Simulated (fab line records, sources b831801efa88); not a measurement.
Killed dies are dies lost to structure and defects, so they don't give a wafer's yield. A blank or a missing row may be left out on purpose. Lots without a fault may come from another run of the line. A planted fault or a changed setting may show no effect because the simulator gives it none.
fab line records | flow gf180mcu | part 1 of 2: steps 1 to 28 of 41
record lots=5 wafers=15 last_day=33
route steps=602 shown CONTACT@312 M1@315 V1@335
lots that met no fault: from a run of the same line without faults
start_h: hours from the record's first day to the start of the lot's first wafer shown | wait_h: hours since the lot's step before | " the same as in the row above | L1.1+2: a row that stands for several wafers | - no value, or no start given | * or withheld: withheld | < > ~ a bound
route shown NAME@n: a module of which the file shows steps, and the number in the route of the first | usual: mean/standard deviation of fault-free wafers | same: alike in all rows | chamber/n: place in a boat | sites: the reading at each site | _std_site: their standard deviation | _edge_site: outer sites' mean less inner sites' | radius_mm: how far each site lies from the wafer's centre | mask NAME#n: copy n | behind: the tool/chamber that last shaped the wafer | hold: why the lot was held/for how many hours/how that ended | device: the transistor (n, p or np) that didn't switch | end of line: the same wafers' tests at the end of the route | a step without rows: its recipe alone | killed: dies lost to structure and defects at the first sort, not the wafer's yield | map: a wafer's dies, x killed, . not, _ none there
set.NAME: the setting as run; set.NAME@STEP: as run at that earlier step | model.NAME: the simulator's own value behind a step, which no gauge read
lots at some steps of the route; a table a step, a row a wafer
services: from which hour (start_h, from the record's first day; less than 0 if before it) a tool's chamber was out of use, for how many hours, and why
## steps
# step GF_CONTACT_RS_MEAS_25
# recipe thk_meas_gauge=four-point-probe reads=W_of_CONTACT_CVD_24+TiN_of_CONTACT_SPUTTER_23+Ti_of_CONTACT_SPUTTER_22
# usual CONTACT_W_RS=0.380/0.0055
# columns lot.wafer tool chamber start_h wait_h CONTACT_W_RS[ohm/sq]
L081.2 film_metro-04 - 441.48 0.1 0.387
L081.4 " - " " 0.385
L081.5 " - " " 0.388
L087.4 film_metro-03 - 483.62 0.1 0.377
L087.5 " - " " 0.377
L087.6 " - " " 0.378
L089.1 film_metro-04 - 505.17 0.1 0.378
L089.3 " - " " 0.375
L089.4 " - " " 0.381
L090.2 film_metro-03 - 511.07 0.1 0.383
L090.3 " - " " 0.378
L090.5 " - " " 0.376
L092.1 film_metro-01 - 526.60 0.1 0.386
L092.4 " - " " 0.383
L092.6 " - " " 0.383
# step GF_CONTACT_THK_MEAS_26
# recipe thk_meas_gauge=xrf reads=W_of_CONTACT_CVD_24
# usual CONTACT_W_THK=298/5
# columns lot.wafer tool chamber start_h wait_h CONTACT_W_THK[nm]
L081.2 film_metro-04 - 441.59 0.1 290
L081.4 " - " " 288
L081.5 " - " " 290
L087.4 film_metro-03 - 483.71 0.1 305
L087.5 " - " " 305
L087.6 " - " " 305
L089.1 film_metro-04 - 505.29 0.1 294
L089.3 " - " " 297
L089.4 " - " " 293
L090.2 film_metro-03 - 511.18 0.1 298
L090.3 " - " " 303
L090.5 " - " " 304
L092.1 film_metro-01 - 526.72 0.1 291
L092.4 " - " " 296
L092.6 " - " " 294
# step GF_CONTACT_CMP_27
# recipe stop_on=SiO2 down_force_psi=3.5 platen_rpm=60 t_overpolish_s=15 target_thk_nm=0 pad_velocity_m_s=0.94248
# usual motor_current_A=10.6/0.75 overpolish_run_s=14.999/0.0099 platen_rpm=60.00/0.041 time_to_endpoint_s=75/3.9
# columns lot.wafer tool chamber start_h wait_h motor_current_A overpolish_run_s platen_rpm time_to_endpoint_s
L081.2 cmp-01 1 441.69 0.1 10.2 15.016 60.05 72
L081.4 " 3 " " 10.7 14.997 60.00 69
L081.5 " 0 " " 12.1 15.003 59.97 69
L087.4 cmp-01 0 483.74 0.0 11.9 14.994 59.97 72
L087.6 " 0 " " 12.5 15.012 60.01 71
L087.5 " 1 " " 10.2 14.988 60.04 75
L089.1 cmp-02 2 505.35 0.1 10.2 15.000 59.98 79
L089.4 " 3 " " 9.6 15.004 59.96 77
L089.3 " 1 " " 10.2 14.996 59.97 82
L090.2 cmp-02 3 511.23 0.0 9.5 14.977 60.01 73
L090.3 " 2 " " 10.9 15.014 59.93 77
L090.5 " 0 " " 10.0 14.994 60.01 76
L092.1 cmp-01 2 526.88 0.1 10.7 14.990 59.98 68
L092.4 " 3 " " 11.6 14.981 60.01 72
L092.6 " 0 " " 11.9 15.002 60.01 70
# step GF_M1_SPUTTER_00
# recipe material=Ti target_thk_nm=37.5 arriving_ion_energy_ev=80 substrate_temp_c=200 chamber_pressure_pa=2 power_w=4000 time_s=150
# usual throttle_valve_pct=30.5/1.2
# columns lot.wafer tool chamber start_h wait_h throttle_valve_pct
L081.2 pvd_sputter-01 - 441.94 0.2 30.1
L081.4 " - " " 33.4
L081.5 " - " " 30.5
L087.4 pvd_sputter-03 - 484.04 0.2 28.9
L087.5 " - " " 30.5
L087.6 " - " " 30.0
L089.1 pvd_sputter-04 - 505.65 0.2 30.0
L089.3 " - " " 29.4
L089.4 " - " " 30.0
L090.2 pvd_sputter-03 - 511.53 0.2 31.0
L090.3 " - " " 30.6
L090.5 " - " " 31.4
L092.1 pvd_sputter-03 - 527.08 0.1 29.0
L092.4 " - " " 31.2
L092.6 " - " " 29.8
# step GF_M1_SPUTTER_01
# recipe material=TiN target_thk_nm=30 power_w=6500 time_s=25 chamber_pressure_pa=0.4
# usual throttle_valve_pct=30.5/1.2
# columns lot.wafer tool chamber start_h wait_h throttle_valve_pct
L081.2 pvd_sputter-01 - 442.04 0.1 30.1
L081.4 " - " " 33.4
L081.5 " - " " 30.5
L087.4 pvd_sputter-03 - 484.14 0.1 28.7
L087.5 " - " " 30.3
L087.6 " - " " 30.0
L089.1 pvd_sputter-04 - 505.75 0.1 29.9
L089.3 " - " " 29.9
L089.4 " - " " 30.2
L090.2 pvd_sputter-03 - 511.63 0.1 31.5
L090.3 " - " " 30.7
L090.5 " - " " 31.2
L092.1 pvd_sputter-03 - 527.18 0.1 28.7
L092.4 " - " " 31.4
L092.6 " - " " 29.7
# step GF_M1_SPUTTER_02
# recipe material=AlCu target_thk_nm=450 power_w=10600 time_s=23.9 chamber_pressure_pa=0.4
# usual throttle_valve_pct=30.6/1.2
# columns lot.wafer tool chamber start_h wait_h throttle_valve_pct
L081.2 pvd_sputter-01 - 442.07 0.0 30.0
L081.4 " - " " 33.1
L081.5 " - " " 30.6
L087.4 pvd_sputter-03 - 484.17 0.0 28.8
L087.5 " - " " 30.4
L087.6 " - " " 29.9
L089.1 pvd_sputter-04 - 505.78 0.0 30.0
L089.3 " - " " 30.0
L089.4 " - " " 30.2
L090.2 pvd_sputter-03 - 511.67 0.0 31.1
L090.3 " - " " 30.4
L090.5 " - " " 31.3
L092.1 pvd_sputter-03 - 527.21 0.0 28.7
L092.4 " - " " 31.3
L092.6 " - " " 29.9
# step GF_M1_SPUTTER_03
# recipe material=Ti target_thk_nm=10 substrate_temp_c=300 chamber_pressure_pa=0.3 power_w=3000 time_s=6.7
# usual throttle_valve_pct=30.5/1.1
# columns lot.wafer tool chamber start_h wait_h throttle_valve_pct
L081.2 pvd_sputter-01 - 442.10 0.0 30.3
L081.4 " - " " 33.1
L081.5 " - " " 30.3
L087.4 pvd_sputter-03 - 484.20 0.0 28.7
L087.5 " - " " 30.5
L087.6 " - " " 29.9
L089.1 pvd_sputter-04 - 505.81 0.0 30.0
L089.3 " - " " 29.7
L089.4 " - " " 30.2
L090.2 pvd_sputter-03 - 511.70 0.0 31.0
L090.3 " - " " 30.4
L090.5 " - " " 31.5
L092.1 pvd_sputter-03 - 527.24 0.0 29.0
L092.4 " - " " 31.2
L092.6 " - " " 29.9
# step GF_M1_SPUTTER_04
# recipe material=TiN target_thk_nm=50 power_w=6500 time_s=41.7 chamber_pressure_pa=0.4
# usual throttle_valve_pct=30.5/1.2
# columns lot.wafer tool chamber start_h wait_h throttle_valve_pct
L081.2 pvd_sputter-01 - 442.12 0.0 30.0
L081.4 " - " " 33.0
L081.5 " - " " 30.6
L087.4 pvd_sputter-03 - 484.22 0.0 28.7
L087.5 " - " " 30.5
L087.6 " - " " 29.8
L089.1 pvd_sputter-04 - 505.83 0.0 30.1
L089.3 " - " " 29.7
L089.4 " - " " 30.1
L090.2 pvd_sputter-03 - 511.72 0.0 31.4
L090.3 " - " " 30.5
L090.5 " - " " 31.3
L092.1 pvd_sputter-03 - 527.26 0.0 28.9
L092.4 " - " " 31.3
L092.6 " - " " 30.1
# step GF_M1_RS_MEAS_05
# recipe thk_meas_gauge=four-point-probe reads=TiN_of_M1_SPUTTER_04+Ti_of_M1_SPUTTER_03+AlCu_of_M1_SPUTTER_02+TiN_of_M1_SPUTTER_01+Ti_of_M1_SPUTTER_00
# usual M1_ALCU_RS=0.0695/0.00071
# columns lot.wafer tool chamber start_h wait_h M1_ALCU_RS[ohm/sq]
L081.2 film_metro-02 - 442.18 0.0 0.0680
L081.4 " - " " 0.0688
L081.5 " - " " 0.0670
L087.4 film_metro-04 - 484.32 0.1 0.0706
L087.5 " - " " 0.0698
L087.6 " - " " 0.0699
L089.1 film_metro-02 - 505.87 0.0 0.0690
L089.3 " - " " 0.0685
L089.4 " - " " 0.0690
L090.2 film_metro-02 - 511.78 0.0 0.0700
L090.3 " - " " 0.0695
L090.5 " - " " 0.0700
L092.1 film_metro-03 - 527.30 0.0 0.0700
L092.4 " - " " 0.0694
L092.6 " - " " 0.0693
# step GF_M1_THK_MEAS_06
# recipe thk_meas_gauge=xrf reads=AlCu_of_M1_SPUTTER_02
# usual M1_ALCU_THK=454/5
# columns lot.wafer tool chamber start_h wait_h M1_ALCU_THK[nm]
L081.2 film_metro-02 - 442.29 0.1 463
L081.4 " - " " 457
L081.5 " - " " 469
L087.4 film_metro-04 - 484.41 0.1 452
L087.5 " - " " 455
L087.6 " - " " 454
L089.1 film_metro-02 - 505.99 0.1 456
L089.3 " - " " 459
L089.4 " - " " 456
L090.2 film_metro-02 - 511.89 0.1 447
L090.3 " - " " 454
L090.5 " - " " 446
L092.1 film_metro-03 - 527.42 0.1 447
L092.4 " - " " 452
L092.6 " - " " 451
# step GF_M1_DEHYDRATE_07
# recipe temp_c=200 time_s=60
# columns lot.wafer tool chamber start_h wait_h
L081.2+4+5 litho_track-02 0 454.08 11.8
L087.4+5+6 litho_track-01 0 495.82 11.4
L089.1+3+4 litho_track-03 0 517.13 11.1
L090.2+3+5 litho_track-03 0 522.95 11.1
L092.1+4+6 litho_track-01 0 537.95 10.5
# step GF_M1_HMDS_08
# recipe prime_time_s=60 prime_temp_c=120
# columns lot.wafer tool chamber start_h wait_h
L081.2+4+5 litho_track-02 0 454.23 0.1
L087.4+5+6 litho_track-01 0 495.97 0.1
L089.1+3+4 litho_track-03 0 517.28 0.1
L090.2+3+5 litho_track-03 0 523.10 0.1
L092.1+4+6 litho_track-01 0 538.10 0.1
# step GF_M1_COAT_09
# recipe resist=KrF spin_rpm=withheld resist_thk_nm=1000
# columns lot.wafer tool chamber start_h wait_h
L081.2+4+5 litho_track-02 0 454.38 0.1
L087.4+5+6 litho_track-01 0 496.12 0.1
L089.1+3+4 litho_track-03 0 517.43 0.1
L090.2+3+5 litho_track-03 0 523.25 0.1
L092.1+4+6 litho_track-01 0 538.25 0.1
# step GF_M1_SOFTBAKE_10
# recipe temp_c=130 time_s=60 resist=KrF
# columns lot.wafer tool chamber start_h wait_h
L081.2+4+5 litho_track-02 0 454.53 0.1
L087.4+5+6 litho_track-01 0 496.27 0.1
L089.1+3+4 litho_track-03 0 517.58 0.1
L090.2+3+5 litho_track-03 0 523.40 0.1
L092.1+4+6 litho_track-01 0 538.40 0.1
# step GF_M1_EXPOSE_11
# recipe mask_id=Metal1 target_cd_nm=230 na=0.68 source_shape=conventional sigma_outer=0.6 dose_mj=28
# usual focus_offset_nm=0.0/0.49
# columns lot.wafer tool chamber start_h wait_h mask focus_offset_nm
L081.2 krf_scanner-01 0 - - Metal1#0 -0.4
L081.4 " 0 " " Metal1#0 0.7
L081.5 " 0 " " Metal1#0 0.1
L087.4 krf_scanner-01 0 - - Metal1#0 -0.5
L087.5 " 0 " " Metal1#0 -0.6
L087.6 " 0 " " Metal1#0 -1.1
L089.1 krf_scanner-01 0 - - Metal1#0 0.4
L089.3 " 0 " " Metal1#0 -0.5
L089.4 " 0 " " Metal1#0 0.8
L090.2 krf_scanner-01 0 - - Metal1#0 0.5
L090.3 " 0 " " Metal1#0 0.2
L090.5 " 0 " " Metal1#0 0.9
L092.1 krf_scanner-02 0 - - Metal1#0 -0.1
L092.4 " 0 " " Metal1#0 -0.5
L092.6 " 0 " " Metal1#0 -0.8
# step GF_M1_PEB_12
# recipe peb_temp_c=135 peb_time_s=90 resist=KrF
# columns lot.wafer tool chamber start_h wait_h
L081.2+4+5 litho_track-03 0 - -
L087.4+5+6 litho_track-01 0 - -
L089.1+3+4 litho_track-03 0 - -
L090.2+3+5 litho_track-02 0 - -
L092.1+4+6 litho_track-03 0 - -
# step GF_M1_DEVELOP_13
# recipe develop_time_s=60 dev_temp_c=21
# columns lot.wafer tool chamber start_h wait_h
L081.2+4+5 litho_track-03 0 466.55 0.2
L087.4+5+6 litho_track-01 0 508.12 0.1
L089.1+3+4 litho_track-03 0 528.68 0.2
L090.2+3+5 litho_track-02 0 534.83 0.2
L092.1+4+6 litho_track-03 0 550.18 0.2
# step GF_M1_CD_MEAS_14
# recipe target_cd_nm=230
# usual cd_nm=230.1/1.2
# columns lot.wafer tool chamber start_h wait_h cd_nm
L081.2 cd_sem-02 - 466.70 0.1 229.5
L081.4 " - " " 229.2
L081.5 " - " " 229.1
L087.4 cd_sem-02 - 508.26 0.1 230.9
L087.5 " - " " 229.6
L087.6 " - " " 230.3
L089.1 cd_sem-01 - 528.83 0.1 228.7
L089.3 " - " " 228.3
L089.4 " - " " 229.0
L090.2 cd_sem-02 - 534.99 0.1 227.6
L090.3 " - " " 227.1
L090.5 " - " " 226.8
L092.1 cd_sem-01 - 550.33 0.1 231.3
L092.4 " - " " 230.3
L092.6 " - " " 230.7
# step GF_M1_OVL_MEAS_15
# usual M1_OVL=2/5.6
# columns lot.wafer tool chamber start_h wait_h M1_OVL[nm]
L081.2 overlay-02 - 466.81 0.1 12
L081.4 " - " " 1
L081.5 " - " " 10
L087.4 overlay-02 - 508.33 0.1 4
L087.5 " - " " 1
L087.6 " - " " -3
L089.1 overlay-02 - 528.95 0.1 0
L089.3 " - " " 3
L089.4 " - " " -2
L090.2 overlay-02 - 535.09 0.1 -4
L090.3 " - " " -9
L090.5 " - " " -3
L092.1 overlay-02 - 550.45 0.1 -7
L092.4 " - " " -5
L092.6 " - " " -6
# step GF_M1_METAL_ETCH_16
# recipe chemistry=Cl2/BCl3 mask_material=KrF target_depth_nm=750.8 stop_on=SiO2 pressure_mtorr=8 icp_w=800 bias_w=140 Cl2_flow_sccm=80 bcl3_flow_sccm=40 time_s=125.1
# usual drypump_motor_current_A=5.6/0.41 mfc_cl2_sccm=79.97/0.23 oes_product_au=0.987/0.0076 throttle_valve_pct=28.233/0.011
# columns lot.wafer tool chamber start_h wait_h drypump_motor_current_A mfc_cl2_sccm oes_product_au rf_hours_counter_h throttle_valve_pct
L081.2 rie_metal-04 0 466.88 0.1 6.1 80.14 0.991 - 28.248
L081.4 " 0 " " 6.1 79.96 0.982 - 28.232
L081.5 " 0 " " 6.1 80.07 0.978 - 28.233
L087.4 rie_metal-04 0 508.40 0.1 6.1 80.16 0.991 - 28.222
L087.5 " 1 " " 5.3 79.89 0.975 - 28.227
L087.6 " 0 " " 6.1 79.91 0.994 - 28.242
L089.1 rie_metal-04 1 528.98 0.0 5.3 79.93 0.983 10.3 28.235
L089.3 " 0 " " 6.1 79.99 0.991 - 28.217
L089.4 " 1 " " 5.3 80.15 0.982 - 28.223
L090.2 rie_metal-03 1 535.12 0.0 5.6 79.85 0.981 8.3 28.241
L090.3 " 0 " " 4.9 80.46 0.983 - 28.247
L090.5 " 0 " " 5.0 80.18 0.989 - 28.230
L092.1 rie_metal-03 0 550.48 0.0 5.0 80.46 0.987 7.6 28.242
L092.4 " 0 " " 5.0 80.34 0.989 - 28.238
L092.6 " 1 " " 5.6 80.08 0.986 - 28.241
# step GF_M1_STRIP_17
# recipe chemistry=O2/N2 power_w=1400 pressure_mtorr=1500 platen_temp_c=250 o2_flow_sccm=3000 n2_flow_sccm=300 overash_fraction=0.5
# usual drypump_motor_current_A=5.6/0.33 heater_power_w=337/44 oes_product_au=0.538/0.0048 strip_time_to_endpoint_s=7.41/0.061
# columns lot.wafer tool chamber start_h wait_h drypump_motor_current_A heater_power_w oes_product_au rf_hours_counter_h strip_time_to_endpoint_s
L081.2 plasma_asher-04 0 467.09 0.2 5.7 334 0.538 71 7.47
L081.4 " 1 " " 5.7 304 0.532 - 7.45
L081.5 " 1 " " 5.6 304 0.535 - 7.42
L087.4 plasma_asher-04 1 508.52 0.1 5.7 307 0.537 - 7.34
L087.5 " 1 " " 5.7 307 0.544 - 7.40
L087.6 " 0 " " 5.7 327 0.533 - 7.38
L089.1 plasma_asher-04 1 529.11 0.1 5.7 303 0.540 77 7.46
L089.3 " 1 " " 5.6 302 0.539 - 7.37
L089.4 " 0 " " 5.7 323 0.530 - 7.46
L090.2 plasma_asher-02 1 535.25 0.1 5.8 400 0.542 10 7.51
L090.3 " 1 " " 5.8 395 0.548 - 7.52
L090.5 " 0 " " 5.0 364 0.547 - 7.46
L092.1 plasma_asher-04 0 550.61 0.1 5.7 323 0.539 79 7.41
L092.4 " 0 " " 5.7 325 0.531 - 7.37
L092.6 " 0 " " 5.6 326 0.535 - 7.35
# step GF_M1_STRIP_18
# recipe chemistry=post_etch_residue_remover time_s=1200 temp_c=72.5
# columns lot.wafer tool chamber start_h wait_h
L081.2+4+5 wet_bench-04 3 467.19 0.1
L087.4+5+6 wet_bench-03 2 508.58 0.0
L089.1+3+4 wet_bench-02 1 529.21 0.1
L090.2+3+5 wet_bench-02 3 535.35 0.1
L092.1+4+6 wet_bench-03 2 550.71 0.1
# step GF_M1_CLEAN_19
# recipe chemistry=DIW dry=n2_spin
# columns lot.wafer tool chamber start_h wait_h
L081.2+4+5 wet_bench-03 0 467.57 0.0
L087.4+5+6 wet_bench-04 0 508.95 0.0
L089.1+3+4 wet_bench-04 1 529.56 0.0
L090.2+3+5 wet_bench-04 2 535.72 0.0
L092.1+4+6 wet_bench-02 3 551.06 0.0
# step GF_V1_CVD_00
# recipe material=SiO2 target_thk_nm=600 sigma_open_frac=0.3 temp_c=400 time_s=100 sih4_flow_sccm=60 pressure_mtorr=6
# columns lot.wafer tool chamber start_h wait_h
L081.2+4+5 hdpcvd-01 2,1,0 467.66 0.0
L087.4+5+6 hdpcvd-01 2,1,0 509.09 0.0
L089.1+3+4 hdpcvd-01 2,1,2 529.66 0.0
L090.2+3+5 hdpcvd-02 2,0,1 535.82 0.0
L092.1+4+6 hdpcvd-01 2,1,0 551.16 0.0
# step GF_V1_THK_MEAS_01
# recipe reads=SiO2_of_V1_CVD_00
# usual V1_CVD_00_THK=600/6.2
# columns lot.wafer tool chamber start_h wait_h V1_CVD_00_THK[nm]
L081.2 film_metro-01 - 467.74 0.0 607
L081.4 " - " " 599
L081.5 " - " " 596
L087.4 film_metro-01 - 509.16 0.0 605
L087.5 " - " " 604
L087.6 " - " " 597
L089.1 film_metro-02 - 529.73 0.0 603
L089.3 " - " " 601
L089.4 " - " " 597
L090.2 film_metro-02 - 535.90 0.0 613
L090.3 " - " " 603
L090.5 " - " " 603
L092.1 film_metro-02 - 551.23 0.0 615
L092.4 " - " " 608
L092.6 " - " " 595
# step GF_V1_CVD_02
# recipe material=SiO2 target_thk_nm=850 precursor=TEOS temp_c=400 time_s=94.851 rf_w=600
# usual heater_power_w=670/70
# columns lot.wafer tool chamber start_h wait_h heater_power_w
L081.2 pecvd-01 2 467.79 0.0 761
L081.4 " 0 " " 603
L081.5 " 2 " " 615
L087.4 pecvd-01 2 509.22 0.1 768
L087.5 " 0 " " 701
L087.6 " 1 " " 713
L089.1 pecvd-04 0 529.79 0.1 773
L089.3 " 1 " " 637
L089.4 " 1 " " 679
L090.2 pecvd-01 1 535.95 0.0 657
L090.3 " 0 " " 720
L090.5 " 2 " " 600
L092.1 pecvd-02 2 551.29 0.1 700
L092.4 " 0 " " 745
L092.6 " 2 " " 595
# step GF_V1_THK_MEAS_03
# recipe reads=SiO2_of_V1_CVD_02
# usual V1_CVD_02_THK=853/11
# columns lot.wafer tool chamber start_h wait_h V1_CVD_02_THK[nm]
L081.2 film_metro-04 - 467.87 0.0 852
L081.4 " - " " 846
L081.5 " - " " 857
L087.4 film_metro-02 - 509.29 0.0 862
L087.5 " - " " 846
L087.6 " - " " 870
L089.1 film_metro-02 - 529.86 0.0 848
L089.3 " - " " 848
L089.4 " - " " 866
L090.2 film_metro-02 - 536.03 0.0 847
L090.3 " - " " 842
L090.5 " - " " 865
L092.1 film_metro-02 - 551.36 0.0 848
L092.4 " - " " 877
L092.6 " - " " 855
# step GF_V1_CMP_04
# recipe material=SiO2 down_force_psi=4 platen_rpm=60 pad_velocity_m_s=0.94248
# usual motor_current_A=11.5/0.79 platen_rpm=60.00/0.041 time_to_endpoint_s=82/5.2
# columns lot.wafer tool chamber start_h wait_h motor_current_A platen_rpm time_to_endpoint_s
L081.4 cmp-02 2 467.97 0.1 11.5 59.96 84
L081.2 " 0 " " 11.2 59.98 82
L081.5 " 2 " " 12.0 60.05 84
L087.4 cmp-02 1 509.37 0.1 11.6 59.96 92
L087.6 " 0 " " 10.6 59.98 90
L087.5 " 1 " " 11.8 60.00 84
L089.1 cmp-01 0 529.92 0.1 13.7 59.95 77
L089.3 " 1 " " 10.9 59.96 82
L089.4 " 3 " " 11.8 59.89 84
L090.2 cmp-02 2 536.18 0.1 11.3 60.02 78
L090.3 " 3 " " 11.0 59.98 78
L090.5 " 0 " " 11.4 59.97 85
L092.4 cmp-01 1 551.52 0.1 10.4 60.00 84
L092.1 " 2 " " 11.4 59.97 74
L092.6 " 0 " " 12.5 60.03 78
